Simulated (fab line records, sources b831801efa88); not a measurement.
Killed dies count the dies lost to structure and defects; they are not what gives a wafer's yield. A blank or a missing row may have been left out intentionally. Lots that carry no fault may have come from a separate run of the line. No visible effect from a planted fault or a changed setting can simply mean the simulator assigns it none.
fab line records	flow sfqLine	part 1 of 2: steps 1 to 27 of 38
[record] lots = 5	wafers = 15	lastDay = 91
route steps=325 shown M4@160 I4@163 JJ@178 M5@198
lots untouched by any fault: they come from a run of this same line in which no faults occurred
startH: hours from the record's opening day to when the first of the lot's shown wafers began	waitH: time in hours since the lot's previous step	" as in the row above	L1.1+2: one row covering several wafers at once	- no value present, or no start provided	* or withheld: withheld	< > ~ a bound
route shown NAME@n: NAME is a module with steps in the file, n the number in the route of the first one	usual: mean/standard deviation of fault-free wafers	same: alike in all rows	chamber/n: place in a boat	sites: each site's reading	_std_site: the values' standard deviation	_edge_site: outer sites' mean less inner sites'	radiusMm: for every site, how far away it sits from the centre of the wafer	mask NAME#n: copy n	behind: the most recent tool/chamber to have shaped the wafer	hold: why the lot went on hold/how many hours it stayed there/how the hold came to an end	device: which transistor (n, p or np) failed to switch	end of line: at the end of the route, the tests of the same wafers	for a step that has no rows: nothing shown but its recipe	killed: at the first sort, the dies lost to defects and structure; wafer yield is something else	map: shows each die of a wafer: x if killed, . if not, _ if none is there
set.NAME: the setting as run; set.NAME@STEP: as run at that earlier step	model.NAME: the simulator's own value behind a step, which no gauge read
lots seen at some steps along the route; tables by step, rows by wafer
services: from which hour (startH, from the record's first day; less than 0 if before it) a tool's chamber was out of use, for how many hours, and why
[[steps]]
[step SFQ_TRILAYER_M4_ETCH_METAL_ETCH_096]
[recipe] target = Nb	stopOn = SiO2	maskMaterial = PR	chemistry = Cl2/Ar	targetDepthNm = 240	icpW = 600	biasW = 80	pressureMtorr = 10	timeS = 120
[usual] drypumpMotorCurrentA = 5.4/0.47	oesProductAu = 0.895/0.0075
lot.wafer	tool	chamber	startH	waitH	drypumpMotorCurrentA	oesProductAu	rfHoursCounterH
L074.1	rieMetal-01	1	1162.22	0.0	5.8	0.894	113
L074.3	"	1	"	"	5.8	0.887	-
L074.6	"	1	"	"	5.8	0.897	-
L089.1	rieMetal-02	0	1298.79	0.0	5.7	0.883	4
L089.2	"	1	"	"	4.8	0.893	81
L089.6	"	0	"	"	5.7	0.890	-
L091.1	rieMetal-01	1	1303.59	0.0	5.8	0.896	129
L091.5	"	0	"	"	6.0	0.905	-
L091.6	"	1	"	"	5.8	0.894	-
L095.3	rieMetal-01	0	1322.11	0.1	6.0	0.888	-
L095.4	"	0	"	"	6.0	0.896	-
L095.6	"	0	"	"	6.0	0.890	-
L097.2	rieMetal-04	0	1362.91	0.0	5.4	0.902	12
L097.3	"	0	"	"	5.4	0.909	-
L097.4	"	1	"	"	5.0	0.897	-
[step SFQ_TRILAYER_M4_STRIP_STRIP_097]
[recipe] gas = O2	powerW = 200	platenTempC = 40	overashFraction = 0.65	chemistry = O2	pressureMtorr = 50
[usual] drypumpMotorCurrentA = 5.4/0.46	oesProductAu = 0.996/0.0083	platenTempC = 40.02/0.096
lot.wafer	tool	chamber	startH	waitH	drypumpMotorCurrentA	oesProductAu	platenTempC	rfHoursCounterH
L074.1	rieMetal-01	1	1162.35	0.1	5.8	0.976	40.07	113
L074.3	"	1	"	"	5.7	0.988	40.06	-
L074.6	"	1	"	"	5.7	0.980	40.19	-
L089.1	rieMetal-02	0	1298.92	0.1	5.7	0.998	40.01	4
L089.2	"	1	"	"	4.8	1.003	40.00	81
L089.6	"	0	"	"	5.7	1.001	40.07	-
L091.1	rieMetal-01	1	1303.72	0.1	5.8	0.988	40.10	129
L091.5	"	0	"	"	6.0	0.994	40.08	-
L091.6	"	1	"	"	5.8	1.007	40.12	-
L095.3	rieMetal-01	0	1322.68	0.5	6.0	0.992	39.99	-
L095.4	"	0	"	"	6.0	1.006	39.99	-
L095.6	"	0	"	"	6.0	1.001	40.03	-
L097.2	rieMetal-04	0	1363.03	0.1	5.4	0.996	40.10	12
L097.3	"	0	"	"	5.4	0.999	40.07	-
L097.4	"	1	"	"	5.0	1.005	39.94	-
[step SFQ_TRILAYER_M4_STRIP_SOLV_CLEAN_098]
[recipe] chemistry = NMP	tempC = 70	timeS = 600
lot.wafer	tool	chamber	startH	waitH
L074.1+3+6	wetBench-01	7,6,5	1162.95	0.4
L089.1+2+6	wetBench-01	6,7,3	1299.52	0.4
L091.1+5+6	wetBench-01	5,3,7	1304.32	0.4
L095.3+4+6	wetBench-04	2,7,1	1323.48	0.6
L097.2+3+4	wetBench-02	4,6,3	1363.63	0.4
[step SFQ_TRILAYER_I4_DEP_PECVD_099]
[recipe] material = SiO2	tempC = 150	timeS = 111.11	pressureTorr = 2.4	rfW = 183.3	precursor = SiH4/N2O	targetThkNm = 500
[usual] heaterPowerW = 77/15	throttleValvePct = 24.2/1.3
lot.wafer	tool	chamber	startH	waitH	heaterPowerW	throttleValvePct
L074.1	pecvd-04	1	1163.12	0.0	101	23.8
L074.3	"	0	"	"	92	24.3
L074.6	"	1	"	"	103	23.7
L089.1	pecvd-04	0	1299.69	0.0	82	25.2
L089.2	"	1	"	"	94	24.5
L089.6	"	1	"	"	98	24.1
L091.1	pecvd-02	2	1304.49	0.0	74	22.8
L091.5	"	2	"	"	75	22.7
L091.6	"	1	"	"	80	22.1
L095.3	pecvd-02	0	1323.65	0.0	63	23.2
L095.4	"	2	"	"	77	22.7
L095.6	"	0	"	"	68	23.2
L097.2	pecvd-02	0	1363.82	0.0	67	23.3
L097.3	"	2	"	"	74	22.9
L097.4	"	2	"	"	63	22.6
[step SFQ_TRILAYER_I4_CMP_CMP_100]
[recipe] material = SiO2	downForcePsi = 3.104	platenRpm = 60	padVelocityMS = 0.94248
[usual] motorCurrentA = 10.6/1.2	timeToEndpointS = 206/8
lot.wafer	tool	chamber	startH	waitH	motorCurrentA	timeToEndpointS
L074.3	cmp-02	2	1163.20	0.0	8.6	196
L074.1	"	3	"	"	11.7	199
L074.6	"	3	1165.70	2.5	11.6	203
L089.1	cmp-01	3	1301.35	1.6	11.5	212
L089.2	"	0	"	"	11.9	196
L089.6	"	2	1302.85	3.1	10.9	208
L091.1	cmp-02	3	1305.17	0.6	11.6	203
L091.6	"	3	1307.17	2.6	11.2	214
L091.5	"	0	"	"	10.1	224
L095.4	cmp-02	0	1324.73	1.0	9.9	215
L095.3	"	1	"	"	9.4	196
L095.6	"	2	"	"	8.6	202
L097.4	cmp-01	1	1366.52	2.6	10.0	220
L097.2	"	2	"	"	12.4	209
L097.3	"	0	1368.02	4.2	12.2	204
[step SFQ_I4_BOW_MEAS_927]
[recipe] mode = bow
[usual] I4_BOW = 3/9.8
lot.wafer	tool	chamber	startH	waitH	I4_BOW[um]
L074.1	filmMetro-02	-	1166.20	2.0	19
L074.3	"	-	"	"	21
L074.6	"	-	"	"	18
L089.1	filmMetro-02	-	1303.35	1.5	6
L089.2	"	-	"	"	1
L089.6	"	-	"	"	10
L091.1	filmMetro-04	-	1308.17	2.5	11
L091.5	"	-	"	"	-12
L091.6	"	-	"	"	-3
L095.3	filmMetro-04	-	1326.77	1.0	10
L095.4	"	-	"	"	8
L095.6	"	-	"	"	7
L097.2	filmMetro-02	-	1369.54	2.0	3
L097.3	"	-	"	"	-13
L097.4	"	-	"	"	1
[step SFQ_TRILAYER_I4_METRO_MEASURE_101]
[usual] thkNm = 199.9/1.2
lot.wafer	tool	chamber	startH	waitH	thkNm
L074.1	filmMetro-02	-	1166.32	0.1	198.0
L074.3	"	-	"	"	198.6
L074.6	"	-	"	"	197.7
L089.1	filmMetro-02	-	1303.47	0.1	200.4
L089.2	"	-	"	"	198.7
L089.6	"	-	"	"	198.2
L091.1	filmMetro-04	-	1308.29	0.1	200.6
L091.5	"	-	"	"	201.8
L091.6	"	-	"	"	200.0
L095.3	filmMetro-04	-	1327.25	0.5	199.2
L095.4	"	-	"	"	200.7
L095.6	"	-	"	"	198.7
L097.2	filmMetro-02	-	1369.84	0.3	199.9
L097.3	"	-	"	"	198.9
L097.4	"	-	"	"	201.1
[step SFQ_TRILAYER_I4_VIA_LITHO_COAT_108]
[recipe] resist = BARC	spinRpm = 3000	resistThkNm = 62
lot.wafer	tool	chamber	startH	waitH
L074.1+3+6	lithoTrack-04	0	1167.52	1.0
L089.1+2+6	lithoTrack-04	0	1304.67	1.0
L091.1+5+6	lithoTrack-03	0	1309.49	1.0
L095.3+4+6	lithoTrack-01	0	1328.15	0.7
L097.2+3+4	lithoTrack-04	0	1370.89	0.8
[step SFQ_TRILAYER_I4_VIA_LITHO_COAT_103]
[recipe] resist = KrF	spinRpm = 3000	resistThkNm = 650
lot.wafer	tool	chamber	startH	waitH
L074.1+3+6	lithoTrack-04	0	1167.82	0.2
L089.1+2+6	lithoTrack-04	0	1304.97	0.2
L091.1+5+6	lithoTrack-03	0	1309.79	0.2
L095.3+4+6	lithoTrack-01	0	1328.45	0.2
L097.2+3+4	lithoTrack-04	0	1371.19	0.2
[step SFQ_TRILAYER_I4_VIA_LITHO_SOFTBAKE_107]
[recipe] tempC = withheld	timeS = withheld	resist = KrF
lot.wafer	tool	chamber	startH	waitH
L074.1+3+6	lithoTrack-04	0	1168.12	0.2
L089.1+2+6	lithoTrack-04	0	1305.27	0.2
L091.1+5+6	lithoTrack-03	0	1310.09	0.2
L095.3+4+6	lithoTrack-01	0	1328.70	0.2
L097.2+3+4	lithoTrack-04	0	1371.47	0.2
[step SFQ_TRILAYER_I4_VIA_LITHO_EXPOSE_104]
[recipe] maskId = I4	na = 0.6	sourceShape = conventional	sigmaOuter = 0.65	targetCdNm = 700	doseMj = 21.3
[usual] stageVelMmS = 499.98/0.25
[same] sigmaOuter = 0.65
lot.wafer	tool	chamber	startH	waitH	mask	stageVelMmS
L074.1	krfScanner-02	0	1168.27	-	I4#0	499.78
L074.3	"	0	"	"	I4#0	499.95
L074.6	"	0	"	"	I4#0	500.08
L089.1	krfScanner-01	0	1435.84	-	I4#0	500.11
L089.2	"	0	"	"	I4#0	499.92
L089.6	"	0	"	"	I4#0	499.98
L091.1	krfScanner-01	0	1440.64	-	I4#0	500.04
L091.5	"	0	"	"	I4#0	499.99
L091.6	"	0	"	"	I4#0	500.14
L095.3	krfScanner-01	0	1454.24	-	I4#0	500.05
L095.4	"	0	"	"	I4#0	499.65
L095.6	"	0	"	"	I4#0	499.81
L097.2	krfScanner-01	0	1502.52	-	I4#0	499.91
L097.3	"	0	"	"	I4#0	500.14
L097.4	"	0	"	"	I4#0	500.23
[step SFQ_TRILAYER_I4_VIA_LITHO_PEB_106]
[recipe] pebTempC = 115	pebTimeS = 60	resist = KrF
[usual] plateTempC = 115.01/0.13
lot.wafer	tool	chamber	startH	waitH	plateTempC
L074.1	lithoTrack-03	0	1169.47	1.0	115.10
L074.3	"	0	"	"	114.97
L074.6	"	0	"	"	114.95
L089.1	lithoTrack-04	0	1437.04	1.0	115.07
L089.2	"	0	"	"	115.02
L089.6	"	0	"	"	114.88
L091.1	lithoTrack-01	0	1441.84	1.0	115.22
L091.5	"	0	"	"	115.33
L091.6	"	0	"	"	115.06
L095.3	lithoTrack-04	0	1455.09	0.7	115.07
L095.4	"	0	"	"	115.08
L095.6	"	0	"	"	114.81
L097.2	lithoTrack-03	0	1503.55	0.8	114.97
L097.3	"	0	"	"	115.06
L097.4	"	0	"	"	115.17
[step SFQ_TRILAYER_I4_VIA_LITHO_DEVELOP_105]
[recipe] timeS = 60	resist = KrF
lot.wafer	tool	chamber	startH	waitH
L074.1+3+6	lithoTrack-03	0	1169.62	0.1
L089.1+2+6	lithoTrack-04	0	1437.19	0.1
L091.1+5+6	lithoTrack-01	0	1441.99	0.1
L095.3+4+6	lithoTrack-04	0	1455.24	0.1
L097.2+3+4	lithoTrack-03	0	1503.70	0.1
[step SFQ_I4_OVL_MEAS_928]
[usual] I4_OVL = -4/5
lot.wafer	tool	chamber	startH	waitH	I4_OVL[nm]
L074.1	overlay-01	-	1169.77	0.1	-5
L074.3	"	-	"	"	0
L074.6	"	-	"	"	-5
L089.1	overlay-01	-	1437.34	0.1	-6
L089.2	"	-	"	"	-5
L089.6	"	-	"	"	-10
L091.1	overlay-01	-	1442.14	0.1	-4
L091.5	"	-	"	"	0
L091.6	"	-	"	"	-8
L095.3	overlay-02	-	1455.35	0.1	-8
L095.4	"	-	"	"	-18
L095.6	"	-	"	"	-13
L097.2	overlay-02	-	1503.83	0.1	1
L097.3	"	-	"	"	8
L097.4	"	-	"	"	-3
[step SFQ_TRILAYER_I4_VIA_BARC_OPEN_VIA_ETCH_146]
[recipe] maskMaterial = PR	chemistry = O2	targetDepthNm = 125	target = BARC	sourceW = 500	biasW = 80	pressureMtorr = 30	timeS = 41.7
[usual] drypumpMotorCurrentA = 5.9/0.4	oesProductAu = 0.685/0.0045
lot.wafer	tool	chamber	startH	waitH	drypumpMotorCurrentA	oesProductAu	rfHoursCounterH
L074.1	rieDiel-01	2	1169.80	0.0	5.9	0.688	7
L074.3	"	0	"	"	6.3	0.680	12
L074.6	"	2	"	"	5.9	0.688	-
L089.1	rieDiel-03	1	1437.37	0.0	6.0	0.688	10
L089.2	"	2	"	"	5.4	0.688	5
L089.6	"	3	"	"	5.8	0.686	-
L091.1	rieDiel-02	0	1442.17	0.0	5.0	0.686	3
L091.5	"	2	"	"	6.5	0.691	-
L091.6	"	1	"	"	5.7	0.681	-
L095.3	rieDiel-03	0	1455.37	0.0	6.4	0.689	12
L095.4	"	2	"	"	5.4	0.685	-
L095.6	"	0	"	"	6.4	0.690	-
L097.2	rieDiel-03	2	1503.86	0.0	5.4	0.687	6
L097.3	"	1	"	"	6.0	0.693	10
L097.4	"	3	"	"	5.8	0.688	21
[step SFQ_TRILAYER_I4_VIA_ETCH_VIA_ETCH_106]
[recipe] target = SiO2	stopOn = Nb	maskMaterial = PR	taperDeg = 20	chemistry = CHF3	targetDepthNm = 260	sourceW = 500	biasW = 80	pressureMtorr = 30	timeS = withheld
[usual] drypumpMotorCurrentA = 5.9/0.41	oesProductAu = 0.854/0.0057
lot.wafer	tool	chamber	startH	waitH	drypumpMotorCurrentA	oesProductAu
L074.1	rieDiel-01	2	1169.84	0.0	5.9	0.850
L074.3	"	0	"	"	6.4	0.853
L074.6	"	2	"	"	5.9	0.848
L089.1	rieDiel-03	1	1437.41	0.0	6.0	0.859
L089.2	"	2	"	"	5.4	0.857
L089.6	"	3	"	"	5.8	0.853
L091.1	rieDiel-02	0	1442.21	0.0	5.1	0.859
L091.5	"	2	"	"	6.5	0.861
L091.6	"	1	"	"	5.7	0.855
L095.3	rieDiel-03	0	1455.41	0.0	6.5	0.854
L095.4	"	2	"	"	5.4	0.856
L095.6	"	0	"	"	6.4	0.855
L097.2	rieDiel-03	2	1503.90	0.0	5.4	0.855
L097.3	"	1	"	"	6.0	0.858
L097.4	"	3	"	"	5.8	0.860
[step SFQ_TRILAYER_I4_VIA_STRIP_STRIP_107]
[recipe] gas = O2	powerW = 200	platenTempC = 40	overashFraction = 0.65	chemistry = O2	pressureMtorr = 50
[usual] drypumpMotorCurrentA = 5.6/0.52	oesProductAu = 0.998/0.0094	platenTempC = 39.99/0.11
lot.wafer	tool	chamber	startH	waitH	drypumpMotorCurrentA	oesProductAu	platenTempC	rfHoursCounterH
L074.1	rieMetal-01	0	1169.96	-	6.0	0.991	39.90	17
L074.3	"	0	"	"	6.0	0.995	40.10	-
L074.6	"	0	"	"	6.0	1.002	40.10	-
L089.1	rieMetal-01	1	1437.52	-	5.8	1.008	39.96	12
L089.2	"	0	"	"	6.0	1.006	39.91	55
L089.6	"	0	"	"	6.0	1.002	39.91	-
L091.1	rieMetal-03	1	1442.32	-	6.2	0.990	39.95	64
L091.5	"	0	"	"	4.9	0.999	39.90	-
L091.6	"	1	"	"	6.2	0.995	40.06	-
L095.3	rieMetal-01	0	1455.72	-	6.0	0.997	39.85	-
L095.4	"	1	"	"	5.7	1.000	39.99	-
L095.6	"	0	"	"	6.0	0.998	40.16	-
L097.2	rieMetal-02	1	1504.01	-	4.8	0.993	39.78	105
L097.3	"	1	"	"	4.8	1.003	39.88	-
L097.4	"	0	"	"	5.7	1.007	40.23	-
[step SFQ_TRILAYER_I4_VIA_STRIP_SOLV_CLEAN_108]
[recipe] chemistry = NMP	tempC = 70	timeS = 600
lot.wafer	tool	chamber	startH	waitH
L074.1+3+6	wetBench-01	2,4,5	1171.16	1.0
L089.1+2+6	wetBench-03	2,6,1	1438.12	0.4
L091.1+5+6	wetBench-04	4,3,2	1442.92	0.4
L095.3+4+6	wetBench-04	0,4,7	1456.12	0.2
L097.2+3+4	wetBench-03	5,7,0	1504.61	0.4
[step SFQ_TRILAYER_JJ_TRILAYER_DEP_PRE_CLEAN_113]
[recipe] gas = Ar	timeS = 22.5	biasV = 250
lot.wafer	tool	chamber	startH	waitH
L074.1+3+6	pvdSputter-03	-	1171.33	0.0
L089.1+2+6	pvdSputter-06	-	1438.30	0.0
L091.1+5+6	pvdSputter-03	-	1443.12	0.0
L095.3+4+6	pvdSputter-06	-	1456.32	0.0
L097.2+3+4	pvdSputter-06	-	1504.79	0.0
[step SFQ_TRILAYER_JJ_TRILAYER_DEP_SPUTTER_109]
[recipe] material = Nb	basePressurePa = 1.33e-06	chamberPressurePa = 0.1333	substrateTempC = 20	targetThkNm = 150	powerW = 2000	timeS = 100
[usual] throttleValvePct = 30.0/1.2
lot.wafer	tool	chamber	startH	waitH	throttleValvePct
L074.1	pvdSputter-03	-	1171.36	0.0	28.2
L074.3	"	-	"	"	30.7
L074.6	"	-	"	"	29.8
L089.1	pvdSputter-06	-	1438.33	0.0	28.5
L089.2	"	-	"	"	28.5
L089.6	"	-	"	"	30.7
L091.1	pvdSputter-03	-	1443.14	0.0	28.1
L091.5	"	-	"	"	30.7
L091.6	"	-	"	"	28.1
L095.3	pvdSputter-06	-	1456.34	0.0	30.7
L095.4	"	-	"	"	28.5
L095.6	"	-	"	"	28.2
L097.2	pvdSputter-06	-	1504.82	0.0	28.7
L097.3	"	-	"	"	28.6
L097.4	"	-	"	"	30.6
[step SFQ_TRILAYER_JJ_TRILAYER_DEP_SPUTTER_110]
[recipe] material = Al	basePressurePa = 1.33e-06	targetThkNm = 8	powerW = 500	timeS = 10	chamberPressurePa = 0.4
[usual] throttleValvePct = 30.0/1.2
lot.wafer	tool	chamber	startH	waitH	throttleValvePct
L074.1	pvdSputter-03	-	1171.43	0.0	28.2
L074.3	"	-	"	"	30.9
L074.6	"	-	"	"	29.7
L089.1	pvdSputter-06	-	1438.40	0.0	28.6
L089.2	"	-	"	"	28.8
L089.6	"	-	"	"	30.7
L091.1	pvdSputter-03	-	1443.22	0.0	28.1
L091.5	"	-	"	"	30.6
L091.6	"	-	"	"	28.2
L095.3	pvdSputter-06	-	1456.42	0.0	30.7
L095.4	"	-	"	"	28.6
L095.6	"	-	"	"	28.9
L097.2	pvdSputter-06	-	1504.89	0.0	28.7
L097.3	"	-	"	"	28.6
L097.4	"	-	"	"	30.7
[step SFQ_TRILAYER_JJ_TRILAYER_DEP_AL_OXIDATION_111]
[recipe] pressureMbar = 0.014667	oxidationTimeS = 600	temperatureK = 293
[same] oxidationTimeS = 600
lot.wafer	tool	chamber	startH	waitH
L074.1+3+6	pvdSputter-03	-	1171.46	0.0
L089.1+2+6	pvdSputter-06	-	1438.42	0.0
L091.1+5+6	pvdSputter-03	-	1443.24	0.0
L095.3+4+6	pvdSputter-06	-	1456.44	0.0
L097.2+3+4	pvdSputter-06	-	1504.91	0.0
[step SFQ_TRILAYER_JJ_TRILAYER_DEP_SPUTTER_112]
[recipe] material = Nb	basePressurePa = 1.33e-06	chamberPressurePa = 0.1333	substrateTempC = 20	targetThkNm = 170	powerW = 2000	timeS = 113.3
[usual] throttleValvePct = 30.0/1.2
lot.wafer	tool	chamber	startH	waitH	throttleValvePct
L074.1	pvdSputter-03	-	1172.46	0.5	28.3
L074.3	"	-	"	"	30.7
L074.6	"	-	"	"	29.7
L089.1	pvdSputter-06	-	1439.42	0.5	28.4
L089.2	"	-	"	"	28.5
L089.6	"	-	"	"	30.8
L091.1	pvdSputter-03	-	1444.24	0.5	28.3
L091.5	"	-	"	"	30.6
L091.6	"	-	"	"	27.9
L095.3	pvdSputter-06	-	1457.44	0.5	31.0
L095.4	"	-	"	"	28.5
L095.6	"	-	"	"	28.9
L097.2	pvdSputter-06	-	1505.91	0.5	28.4
L097.3	"	-	"	"	28.6
L097.4	"	-	"	"	30.8
[step SFQ_JJ_RS_MEAS_929]
[recipe] thkMeasGauge = four-point-probe	reads = Nb_of_TRILAYER_JJ_TRILAYER_DEP_SPUTTER_112
[usual] JJ_NB_RS = 1.050/0.011
lot.wafer	tool	chamber	startH	waitH	JJ_NB_RS[ohm/sq]
L074.1	filmMetro-02	-	1172.54	0.0	1.067
L074.3	"	-	"	"	1.051
L074.6	"	-	"	"	1.043
L089.1	filmMetro-04	-	1439.50	0.0	1.047
L089.2	"	-	"	"	1.045
L089.6	"	-	"	"	1.049
L091.1	filmMetro-02	-	1444.32	0.0	1.071
L091.5	"	-	"	"	1.061
L091.6	"	-	"	"	1.079
L095.3	filmMetro-04	-	1457.56	0.1	1.045
L095.4	"	-	"	"	1.041
L095.6	"	-	"	"	1.049
L097.2	filmMetro-01	-	1506.01	0.1	1.039
L097.3	"	-	"	"	1.033
L097.4	"	-	"	"	1.047
[step SFQ_TRILAYER_JJ_CE_LITHO_COAT_119]
[recipe] resist = BARC	spinRpm = 3000	resistThkNm = 62
lot.wafer	tool	chamber	startH	waitH
L074.1+3+6	lithoTrack-03	0	1172.72	0.1
L089.1+2+6	lithoTrack-01	0	1439.68	0.1
L091.1+5+6	lithoTrack-01	0	1444.50	0.1
L095.3+4+6	lithoTrack-02	0	1457.80	0.1
L097.2+3+4	lithoTrack-01	0	1506.22	0.1
[step SFQ_TRILAYER_JJ_CE_LITHO_COAT_114]
[recipe] resist = KrF	spinRpm = 3000	resistThkNm = 600
lot.wafer	tool	chamber	startH	waitH
L074.1+3+6	lithoTrack-03	0	1173.02	0.2
L089.1+2+6	lithoTrack-01	0	1439.98	0.2
L091.1+5+6	lithoTrack-01	0	1444.80	0.2
L095.3+4+6	lithoTrack-02	0	1458.10	0.2
L097.2+3+4	lithoTrack-01	0	1506.52	0.2
[step SFQ_TRILAYER_JJ_CE_LITHO_SOFTBAKE_118]
[recipe] tempC = withheld	timeS = withheld	resist = KrF
lot.wafer	tool	chamber	startH	waitH
L074.1+3+6	lithoTrack-03	0	1173.32	0.2
L089.1+2+6	lithoTrack-01	0	1440.28	0.2
L091.1+5+6	lithoTrack-01	0	1445.10	0.2
L095.3+4+6	lithoTrack-02	0	1458.35	0.2
L097.2+3+4	lithoTrack-01	0	1506.80	0.2
